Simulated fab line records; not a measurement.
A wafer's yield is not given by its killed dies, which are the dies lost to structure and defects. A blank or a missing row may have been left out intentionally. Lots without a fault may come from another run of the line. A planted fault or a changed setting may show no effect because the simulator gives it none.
A lot that was struck, set against a sound lot / flow sky130 / 28 steps out of a route of 708
Sound: these wafers, L763.4, L763.5, L763.6. Struck: wafer L769.1 (left out: L769.4, L769.6 of the same lot, which were not struck); the cause appears at the end.
Order at every step that has rows: each side's tool, ch and its chambers, its first start. Under that, the readings that differ: sound wafers / struck wafers / difference of the means / sigmas: that difference in standard deviations of wafers without a fault.
alike: same words and numbers on both sides, and readings whose means sit less than 2 such deviations apart. not compared: any withheld reading, any reading some wafer has no value for, any bound like >300 that may hide the same value, and any number with overlapping values for which the record gives no deviation.
The two part at a step that has a row with sigmas, a row that says differs or no value, or rows on one side only. Numbers that don't overlap but have no deviation are shown without sigmas and don't part them. A reading that every wafer of one side lacks parts them only if that side has two wafers or more.

first, 1 step without rows for these wafers: SKY_VIA2_SPUTTER_20 (material TiN, target thk 20 nm, time 80 s).
SKY_VIA2_CVD_21: deposits W, target thk 420 nm, time 126.4 s.
  sound on cvd_w-01 ch 0,1, day 38 17:58; struck on cvd_w-01 ch 0, day 40 08:42
  alike: heater_power_w
SKY_VIA2_RS_MEAS_22: uses a four-point probe to measure.
  sound: film_metro-02 at day 38 18:07; struck: film_metro-01 at day 40 08:50
  alike: VIA2_W_RS
SKY_VIA2_THK_MEAS_23: measures by xrf.
  sound: film_metro-02 at day 38 18:13; struck: film_metro-01 at day 40 08:57
  alike: VIA2_W_THK
SKY_VIA2_CMP_24: polishes, stops on SiO2, t overpolish 20 s, target thk 0 nm.
  sound on cmp-02 ch 0,1, day 38 18:17; struck on cmp-01 ch 3, day 40 09:07
  alike: head_pressure_psi, motor_current_A, overpolish_run_s, time_to_endpoint_s
then, 2 steps without rows for these wafers: SKY_METAL3_SPUTTER_00 (material Ti, target thk 15 nm, time 10 s); SKY_METAL3_SPUTTER_01 (material TiN, target thk 20 nm, time 16.7 s).
SKY_METAL3_SPUTTER_02: material AlCu, target thk 735 nm, time 39.1 s.
  sound: pvd_sputter-02 at day 38 18:35; struck: pvd_sputter-02 at day 40 09:21
  alike: cathode_dc_power_W, throttle_valve_pct
then, 2 steps without rows for these wafers: SKY_METAL3_SPUTTER_03 (material Ti, target thk 5 nm, time 3.3 s); SKY_METAL3_SPUTTER_04 (material TiN, target thk 70 nm, time 58.3 s).
SKY_CAPM_CVD_00: deposits SiO2, target thk 15.5 nm.
  sound on pecvd-01 ch 0,1,2, day 38 18:42; struck on pecvd-04 ch 0, day 40 09:28
reading=heater_power_w (W); sound=612 922 653; struck=1022; difference=+293; sigmas=+2
SKY_CAPM_THK_MEAS_01:
  sound: film_metro-01 at day 38 18:44; struck: film_metro-02 at day 40 09:29
  alike: CAPM_CVD_00_THK
SKY_CAPM_SPUTTER_02: material TiN, target thk 200 nm, time 166.7 s.
  sound: pvd_sputter-01 at day 38 18:50; struck: pvd_sputter-03 at day 40 09:32
reading=model.TiN_of_CAPM_SPUTTER_02.thk_nm (nm); sound=204.1 204.3 206.7; struck=258.6; difference=+53.6; sigmas=
  alike: cathode_dc_power_W, throttle_valve_pct
SKY_CAPM_RS_MEAS_03: uses a four-point probe to measure.
  sound: film_metro-02 at day 38 18:56; struck: film_metro-01 at day 40 09:39
reading=CAPM_TIN_RS (ohm/sq); sound=6.77 6.78 6.69; struck=5.33; difference=-1.42; sigmas=-18
SKY_CAPM_THK_MEAS_04: measures by xrf.
  sound: film_metro-02 at day 38 19:02; struck: film_metro-01 at day 40 09:46
reading=CAPM_TIN_THK (nm); sound=203.0 202.8 205.2; struck=256.0; difference=+52.3; sigmas=+24
then, 7 steps without rows for these wafers: SKY_CAPM_DEHYDRATE_05 (time 60 s); SKY_CAPM_HMDS_06 (prime time 60 s); SKY_CAPM_COAT_07 (resist thk 1140 nm); SKY_CAPM_SOFTBAKE_08 (time 60 s); SKY_CAPM_EXPOSE_09 (exposes mask CAPM, target cd 1000 nm); SKY_CAPM_PEB_10; SKY_CAPM_DEVELOP_11 (develop time 60 s).
SKY_CAPM_OVL_MEAS_12:
  sound: overlay-02 at day 39 19:11; struck: overlay-02 at day 41 09:35
  alike: CAPM_OVL
SKY_CAPM_METAL_ETCH_13: etches TiN in Cl2/BCl3, stops on SiO2, target depth 220 nm, time 62.9 s.
  sound on rie_metal-03 ch 0,1, day 39 19:14; struck on rie_metal-03 ch 0, day 41 09:37
reading=oes_product_au (a.u.); sound=0.953 0.952 0.958; struck=1.009; difference=+0.055; sigmas=+7
reading=rf_hours_counter_h (h); sound=- - -; struck=9; difference=no value on the sound wafers; sigmas=
reading=throttle_valve_pct (%); sound=21.890 21.901 21.891; struck=21.863; difference=-0.031; sigmas=-3
  alike: drypump_motor_current_A
SKY_CAPM_STRIP_14: strips in O2/N2.
  sound on plasma_asher-02 ch 0,1, day 39 19:19; struck on plasma_asher-04 ch 1, day 41 09:42
reading=rf_hours_counter_h (h); sound=- - -; struck=57; difference=no value on the sound wafers; sigmas=
  alike: drypump_motor_current_A, oes_product_au, strip_time_to_endpoint_s
SKY_CAPM_STRIP_15: strips in post etch residue remover, time 1200 s.
  sound on wet_bench-02 ch 0, day 39 19:23; struck on wet_bench-04 ch 3, day 41 09:48
reading=model.TiN_of_CAPM_SPUTTER_02.thk_nm (nm); sound=203.7 203.9 206.3; struck=258.1; difference=+53.5; sigmas=
  alike: bath_heat_duty_pct
then, 1 step without rows for these wafers: SKY_CAPM_CLEAN_16 (cleans in IPA, time 180 s).
-- the record jumps here: 8 days lie between the struck wafers' starts before and after (it left off in module CAPM and takes up again in module PAD_OPEN, whose first step shown is number 708 of the route) --
SKY_PAD_OPEN_PROBE_99:
  sound: prober-02 at day 47 16:45; struck: prober-02 at day 48 22:34
reading=defect_limited_yield (%); sound=83.5 83.5 84.8; struck=0; difference=-84; sigmas=-47
reading=killed_at_other; sound=0 0 0; struck=408; difference=+408; sigmas=+99 or more
reading=killed_dies; sound=81 81 75; struck=492; difference=+413; sigmas=+47
reading=killed_on_rim; sound=19 12 15; struck=96; difference=+81; sigmas=+20
reading=sort_bin_3_pad_short (%); sound=1.4 0.6 0.8; struck=84.1; difference=+83.2; sigmas=+99 or more
reading=sort_n_pass; sound=411 411 417; struck=0; difference=-413; sigmas=-47
reading=sort_yield_pct (%); sound=83.5 83.5 84.8; struck=0; difference=-84; sigmas=-47
  alike: killed_at_M0_to_M3, killed_at_M4_up, killed_at_contacts, killed_at_front_end, killed_open, killed_short, sort_bin_5_function, sort_bin_6_memory

== WHERE THEY PART ==
Earliest at SKY_CAPM_CVD_00; latest, in this record, at SKY_PAD_OPEN_PROBE_99.

WHY: what had been put in by the simulator
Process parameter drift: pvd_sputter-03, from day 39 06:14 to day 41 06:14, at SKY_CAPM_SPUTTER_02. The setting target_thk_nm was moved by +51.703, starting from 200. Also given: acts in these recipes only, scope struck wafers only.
